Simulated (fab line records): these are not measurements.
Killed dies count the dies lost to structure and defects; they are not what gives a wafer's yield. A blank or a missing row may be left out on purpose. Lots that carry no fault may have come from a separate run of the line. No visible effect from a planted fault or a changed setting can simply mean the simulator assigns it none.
fab line records | flow gf180mcu | part 2 of 2: steps 32 to 42 of 42
record lots=5 wafers=15 last-day=33
route steps=602 shown HV_LDD@228 NSD@235 PSD@248 SAB@264
lots untouched by any fault: they come from a run of this same line in which no faults occurred
start-h: hours from the record's first day to the start of the lot's first wafer shown | wait-h: hours from the lot's prior step to this one | " as in the row above | L1.1+2: one row covering several wafers at once | - no value, or no start given | * or withheld: withheld | < > ~ a bound
route shown NAME@n: a module of which the file shows steps, and the number in the route of the first | usual: mean/standard deviation taken from wafers without a fault | same: alike in all rows | chamber/n: place in a boat | sites: each site's reading | _std_site: the values' standard deviation | _edge_site: mean of outer sites minus mean of inner sites | radius-mm: how far each site lies from the wafer's centre | mask NAME#n: copy n | behind: tool/chamber where the wafer was last shaped | hold: what put the lot on hold/how long, in hours/how the hold closed | device: whichever transistor did not switch (one of n, p or np) | end of line: the tests these same wafers got at the end of their route | step lacking rows: just its recipe | killed: not the wafer's yield, but the dies lost to structure and defects at the first sort | map: a wafer's dies, marking killed ones x, the rest . and places with no die _
set.NAME: the setting the step ran with; set.NAME@STEP: the setting that earlier step ran with | model.NAME: the simulator's own value behind a step, which no gauge read
lots at selected steps of the route; one table per step, one row per wafer
services: a tool's chamber out of use, with start hour (start-h, from the record's first day; less than 0 if before it), hours out, and reason
## steps
# step GF_PSD_TW_MEAS_11
# usual PSD_TW=3180/16
# columns lot.wafer tool chamber start-h wait-h PSD_TW
L074.1 film-metro-03 - 319.28 0.1 3174
L074.3 " - " " 3160
L074.6 " - " " 3160
L081.2 film-metro-01 - 385.14 0.1 3158
L081.5 " - " " 3186
L081.6 " - " " 3174
L088.3 film-metro-02 - 432.59 0.1 3205
L088.4 " - " " 3208
L088.5 " - " " 3201
L093.1 film-metro-03 - 472.13 0.1 3156
L093.2 " - " " 3169
L093.4 " - " " 3178
L094.3 film-metro-02 - 481.35 0.1 3172
L094.4 " - " " 3170
L094.6 " - " " 3161
# step GF_PSD_CLEAN_12
# recipe chemistry=SC1/SC2 mix=1:4:20 temp-c=70 time-s=150 dry=n2-spin
# usual bath-guard-temp-C=70.2/0.37 bath-heat-duty-pct=13.5/1.5
# columns lot.wafer tool chamber start-h wait-h bath-guard-temp-C bath-heat-duty-pct
L074.1 wet-bench-02 3 319.34 0.1 70.4 14.6
L074.3 " 3 " " 70.2 13.3
L074.6 " 3 " " 70.1 13.3
L081.2 wet-bench-02 0 385.19 0.0 70.3 12.3
L081.5 " 0 " " 70.3 13.1
L081.6 " 0 " " 69.8 12.5
L088.3 wet-bench-03 3 432.63 0.0 70.7 12.7
L088.4 " 3 " " 70.9 11.8
L088.5 " 3 " " 70.8 12.2
L093.1 wet-bench-02 2 472.19 0.1 70.3 16.1
L093.2 " 2 " " 70.4 14.9
L093.4 " 2 " " 70.4 16.7
L094.3 wet-bench-03 2 481.39 0.0 70.2 15.6
L094.4 " 2 " " 70.4 12.6
L094.6 " 2 " " 70.7 13.9
# step GF_PSD_RTA_13
# recipe temp-c=1025 time-s=20 ambient=N2
# usual lamp-power-pct=36/4.1 wafer_temp_C_max=1034.2/1.7
# columns lot.wafer tool chamber start-h wait-h lamp-power-pct wafer_temp_C_max
L074.1 rtp-anneal-02 0 319.44 0.0 33 1035.6
L074.3 " 0 " " 33 1034.3
L074.6 " 0 " " 33 1034.1
L081.2 rtp-anneal-02 0 385.26 0.0 33 1033.5
L081.5 " 0 " " 33 1034.2
L081.6 " 0 " " 33 1033.5
L088.3 rtp-anneal-02 0 432.71 0.0 33 1033.0
L088.4 " 0 " " 33 1034.2
L088.5 " 0 " " 33 1034.3
L093.1 rtp-anneal-02 0 472.24 0.0 33 1034.6
L093.2 " 0 " " 33 1035.5
L093.4 " 0 " " 33 1030.4
L094.3 rtp-anneal-01 0 481.47 0.0 41 1031.7
L094.4 " 0 " " 41 1033.0
L094.6 " 0 " " 41 1032.7
# step GF_PSD_RS_MEAS_14
# recipe thk-meas-gauge=four-point-probe
# usual NSD_RS=46.13/0.086
# columns lot.wafer tool chamber start-h wait-h NSD_RS[ohm/sq]
L074.1 film-metro-02 - 319.52 0.1 46.08
L074.3 " - " " 46.18
L074.6 " - " " 46.09
L081.2 film-metro-02 - 385.35 0.1 46.05
L081.5 " - " " 46.11
L081.6 " - " " 46.03
L088.3 film-metro-03 - 432.81 0.1 46.13
L088.4 " - " " 46.12
L088.5 " - " " 46.14
L093.1 film-metro-01 - 472.32 0.1 46.26
L093.2 " - " " 46.19
L093.4 " - " " 46.20
L094.3 film-metro-01 - 481.56 0.1 46.33
L094.4 " - " " 46.15
L094.6 " - " " 46.22
# step GF_PSD_RS_MEAS_15
# recipe thk-meas-gauge=four-point-probe
# usual PSD_RS=108.54/0.28
# columns lot.wafer tool chamber start-h wait-h PSD_RS[ohm/sq]
L074.1 film-metro-02 - 319.64 0.1 108.80
L074.3 " - " " 109.16
L074.6 " - " " 108.47
L081.2 film-metro-02 - 385.47 0.1 108.23
L081.5 " - " " 108.35
L081.6 " - " " 108.87
L088.3 film-metro-03 - 432.93 0.1 108.63
L088.4 " - " " 108.76
L088.5 " - " " 108.48
L093.1 film-metro-01 - 472.44 0.1 109.19
L093.2 " - " " 108.87
L093.4 " - " " 108.95
L094.3 film-metro-01 - 481.68 0.1 109.04
L094.4 " - " " 108.45
L094.6 " - " " 108.98
# step GF_SAB_CVD_00
# recipe material=SiO2 target-thk-nm=50 precursor=TEOS temp-c=400 time-s=4.9302 rf-w=600
# usual heater-power-w=663/82
# columns lot.wafer tool chamber start-h wait-h heater-power-w
L074.1 pecvd-01 2 319.76 0.1 684
L074.3 " 0 " " 634
L074.6 " 1 " " 524
L081.2 pecvd-01 2 385.57 0.1 668
L081.5 " 0 " " 714
L081.6 " 2 " " 660
L088.3 pecvd-01 0 433.01 0.1 739
L088.4 " 1 " " 605
L088.5 " 0 " " 572
L093.1 pecvd-02 2 472.56 0.1 535
L093.2 " 0 " " 596
L093.4 " 0 " " 596
L094.3 pecvd-01 0 481.76 0.1 623
L094.4 " 0 " " 604
L094.6 " 1 " " 544
# step GF_SAB_THK_MEAS_01
# recipe reads=SiO2_of_SAB_CVD_00
# usual SAB_CVD_00_THK=50.0/0.67
# columns lot.wafer tool chamber start-h wait-h SAB_CVD_00_THK[nm]
L074.1 film-metro-01 - 319.78 0.0 50.7
L074.3 " - " " 50.1
L074.6 " - " " 50.6
L081.2 film-metro-04 - 385.59 0.0 49.6
L081.5 " - " " 49.9
L081.6 " - " " 49.8
L088.3 film-metro-02 - 433.05 0.0 49.9
L088.4 " - " " 50.6
L088.5 " - " " 50.5
L093.1 film-metro-02 - 472.58 0.0 49.2
L093.2 " - " " 50.2
L093.4 " - " " 50.8
L094.3 film-metro-02 - 481.80 0.0 48.8
L094.4 " - " " 50.7
L094.6 " - " " 50.1
# step GF_SAB_DEHYDRATE_02
# recipe temp-c=200 time-s=60
# columns lot.wafer tool chamber start-h wait-h
L074.1+3+6 litho-track-01 0 329.77 10.0
L081.2+5+6 litho-track-02 0 396.89 11.3
L088.3+4+5 litho-track-02 0 444.31 11.3
L093.1+2+4 litho-track-01 0 483.62 11.0
L094.3+4+6 litho-track-02 0 492.71 10.9
# step GF_SAB_HMDS_03
# recipe prime-time-s=60 prime-temp-c=120
# usual prime-temp-c=119.98/0.13
# columns lot.wafer tool chamber start-h wait-h prime-temp-c
L074.1 litho-track-01 0 329.92 0.1 120.02
L074.3 " 0 " " 120.04
L074.6 " 0 " " 120.15
L081.2 litho-track-02 0 397.04 0.1 120.16
L081.5 " 0 " " 119.90
L081.6 " 0 " " 119.89
L088.3 litho-track-02 0 444.46 0.1 119.91
L088.4 " 0 " " 119.78
L088.5 " 0 " " 119.68
L093.1 litho-track-01 0 483.77 0.1 119.88
L093.2 " 0 " " 119.98
L093.4 " 0 " " 119.97
L094.3 litho-track-02 0 492.86 0.1 119.97
L094.4 " 0 " " 119.99
L094.6 " 0 " " 119.78
# step GF_SAB_COAT_04
# recipe resist=NOVOLAK spin-rpm=3000 resist-thk-nm=1000
# columns lot.wafer tool chamber start-h wait-h
L074.1+3+6 litho-track-01 0 330.07 0.1
L081.2+5+6 litho-track-02 0 397.19 0.1
L088.3+4+5 litho-track-02 0 444.61 0.1
L093.1+2+4 litho-track-01 0 483.92 0.1
L094.3+4+6 litho-track-02 0 493.01 0.1
# step GF_SAB_SOFTBAKE_05
# recipe temp-c=90 time-s=60 resist=NOVOLAK
# columns lot.wafer tool chamber start-h wait-h
L074.1+3+6 litho-track-01 0 330.22 0.1
L081.2+5+6 litho-track-02 0 397.34 0.1
L088.3+4+5 litho-track-02 0 444.76 0.1
L093.1+2+4 litho-track-01 0 484.07 0.1
L094.3+4+6 litho-track-02 0 493.16 0.1
## services
# columns tool chamber start-h hours kind
iline-stepper-01 - 268.85 1.7 pm
implanter-03 - 325.70 2.3 pm
implanter-03 - 326.95 4.0 repair
pecvd-01 2 334.41 16.8 repair
implanter-03 - 349.52 1.5 repair
iline-stepper-01 - 355.33 28.9 pm
pecvd-01 2 356.21 2.2 repair
implanter-01 - 361.76 2.4 pm
iline-stepper-01 - 384.22 2.1 pm
iline-stepper-02 - 386.30 2.1 pm
iline-stepper-02 - 388.39 1.7 pm
iline-stepper-02 - 403.27 1.7 repair
lpcvd-01 - 419.80 0.3 repair
implanter-03 - 424.21 4.4 repair
implanter-01 - 434.59 6.1 repair
wet-bench-02 - 446.75 0.9 repair
implanter-01 - 451.65 47.0 repair
iline-stepper-01 - 454.73 2.3 repair
iline-stepper-02 - 465.45 4.2 repair
implanter-03 - 467.39 1.9 repair
iline-stepper-02 - 472.47 0.6 repair
iline-stepper-01 - 478.25 3.1 repair
iline-stepper-02 - 486.91 4.4 pm
iline-stepper-01 - 491.35 1.7 pm
